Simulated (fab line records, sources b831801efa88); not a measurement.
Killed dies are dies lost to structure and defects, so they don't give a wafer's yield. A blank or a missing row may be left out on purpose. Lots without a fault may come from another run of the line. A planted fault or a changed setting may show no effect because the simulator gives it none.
A struck lot beside a sound one | flow sfq_line | 20 steps out of a route of 325
Sound: wafers L118.2, L118.3, L118.5. Struck: wafers L132.3, L132.5, L132.6. The cause comes at the end.
At each step with rows: each side's tool, then ch and its chambers, then its first start. Under that, the readings that differ: sound wafers | struck wafers | difference of the means | sigmas: that difference in standard deviations of wafers without a fault.
alike: readings whose means differ by less than 2 such deviations, and words and numbers that are the same on both sides. not compared: withheld readings, readings that some wafer has no value for, bounds like >300 that may hide the same value, and numbers for which the record gives no deviation and whose values overlap.
The two part at a step that has a row with sigmas, a row that says differs or no value, or rows on one side only. Numbers that don't overlap but have no deviation are shown without sigmas and don't part them. A reading that every wafer of one side lacks parts them only if that side has two wafers or more.

first, 2 steps without rows for these wafers: SFQ_TRILAYER_C5_LITHO_PEB_154 (peb time 60 s); SFQ_TRILAYER_C5_LITHO_DEVELOP_153 (time 60 s).
SFQ_C5_OVL_MEAS_937:
  sound on overlay-02, day 67 20:11; struck on overlay-02, day 72 11:34
  reading     | sound    | struck  | difference | sigmas
  C5_OVL (nm) | -2 -3 -5 | 12 5 10 | +12        | +2
SFQ_TRILAYER_C5_BARC_OPEN_VIA_ETCH_210: etches BARC in O2, target depth 125 nm, time 41.7 s.
  sound on rie_diel-02 ch 1,2, day 67 20:13; struck on rie_diel-01 ch 2,3, day 72 11:36
  alike: bias_w, drypump_motor_current_A, oes_product_au, rf_fwd_power_W
  not compared: rf_hours_counter_h
SFQ_TRILAYER_C5_ETCH_VIA_ETCH_154: etches SiO2 in CHF3, stops on Nb, target depth 84 nm.
  sound on rie_diel-02 ch 1,2, day 67 20:16; struck on rie_diel-01 ch 2,3, day 72 11:38
  alike: bias_w, drypump_motor_current_A, oes_product_au, rf_fwd_power_W
SFQ_TRILAYER_C5_STRIP_STRIP_155: strips in O2.
  sound on rie_metal-02 ch 0,1, day 67 20:19; struck on rie_metal-04 ch 0,1, day 72 11:53
  alike: drypump_motor_current_A, oes_product_au, platen_temp_c
  not compared: rf_hours_counter_h
then, 2 steps without rows for these wafers: SFQ_TRILAYER_C5_STRIP_SOLV_CLEAN_156 (cleans in NMP, time 600 s); SFQ_TRILAYER_M6_DEP_PRE_CLEAN_158 (time 22.5 s).
SFQ_TRILAYER_M6_DEP_SPUTTER_157: material Nb, target thk 200 nm, time 133.3 s.
  sound on pvd_sputter-06, day 67 21:07; struck on pvd_sputter-03, day 72 12:29
  alike: substrate_temp_c, throttle_valve_pct
SFQ_M6_RS_MEAS_938: measures by four-point-probe.
  sound on film_metro-02, day 67 21:14; struck on film_metro-01, day 72 12:37
  alike: M6_NB_RS
then, 1 step without rows for these wafers: SFQ_TRILAYER_M6_LITHO_COAT_164 (resist thk 62 nm).
SFQ_TRILAYER_M6_LITHO_COAT_159: resist thk 600 nm.
  sound on litho_track-03 ch 0, day 67 21:44; struck on litho_track-03 ch 0, day 72 13:10
  reading                                             | sound                | struck               | difference | sigmas
  spin_speed_rpm (rpm)                                | 2998.1 3000.1 3001.9 | 4060.7 4060.5 4061.7 | +1060.9    | +99 or more
  model.KrF_of_TRILAYER_M6_LITHO_COAT_159.thk_nm (nm) | 597 597.4 596.1      | 515.6 515 513.3      | -82.2      |
  alike: chill_plate_temp_C, resist_line_temp_C
then, 4 steps without rows for these wafers: SFQ_TRILAYER_M6_LITHO_SOFTBAKE_163; SFQ_TRILAYER_M6_LITHO_EXPOSE_160 (exposes mask M6, target cd 500 nm); SFQ_TRILAYER_M6_LITHO_PEB_162 (peb time 60 s); SFQ_TRILAYER_M6_LITHO_DEVELOP_161 (time 60 s).
-- the record jumps here: 4 days lie between the struck wafers' starts before and after --
SFQ_M6_OVL_MEAS_940:
  sound on overlay-02, day 72 16:22; struck on overlay-01, day 77 00:04
  alike: M6_OVL
SFQ_TRILAYER_M6_BARC_OPEN_METAL_ETCH_206: etches BARC in O2, target depth 125 nm, time 41.7 s.
  sound on rie_metal-03 ch 0,1, day 72 16:24; struck on rie_metal-01 ch 0,1, day 77 00:07
  alike: bias_w, drypump_motor_current_A, oes_product_au, rf_fwd_power_W
  not compared: rf_hours_counter_h, model.M6.cd_nm
SFQ_TRILAYER_M6_ETCH_METAL_ETCH_162: etches Nb in Cl2/Ar, stops on SiO2, target depth 240 nm, time 120 s.
  sound on rie_metal-03 ch 0,1, day 72 16:28; struck on rie_metal-01 ch 0,1, day 77 00:12
  reading                                             | sound           | struck            | difference | sigmas
  model.KrF_of_TRILAYER_M6_LITHO_COAT_159.thk_nm (nm) | 384 384.9 376.7 | 298.6 298.1 298.9 | -83.3      |
  alike: bias_w, drypump_motor_current_A, oes_product_au, rf_fwd_power_W
  not compared: rf_hours_counter_h
SFQ_TRILAYER_M6_STRIP_STRIP_163: strips in O2.
  sound on rie_metal-03 ch 0,1, day 72 16:35; struck on rie_metal-01 ch 0,1, day 77 00:29
  alike: drypump_motor_current_A, oes_product_au, platen_temp_c
  not compared: rf_hours_counter_h

WHERE THEY PART
First at SFQ_C5_OVL_MEAS_937; last, within this record, at SFQ_TRILAYER_M6_LITHO_COAT_159. Later steps at which nothing parts them and some readings are alike: SFQ_M6_OVL_MEAS_940, SFQ_TRILAYER_M6_BARC_OPEN_METAL_ETCH_206, SFQ_TRILAYER_M6_ETCH_METAL_ETCH_162, SFQ_TRILAYER_M6_STRIP_STRIP_163.

WHY: what the simulator had put in
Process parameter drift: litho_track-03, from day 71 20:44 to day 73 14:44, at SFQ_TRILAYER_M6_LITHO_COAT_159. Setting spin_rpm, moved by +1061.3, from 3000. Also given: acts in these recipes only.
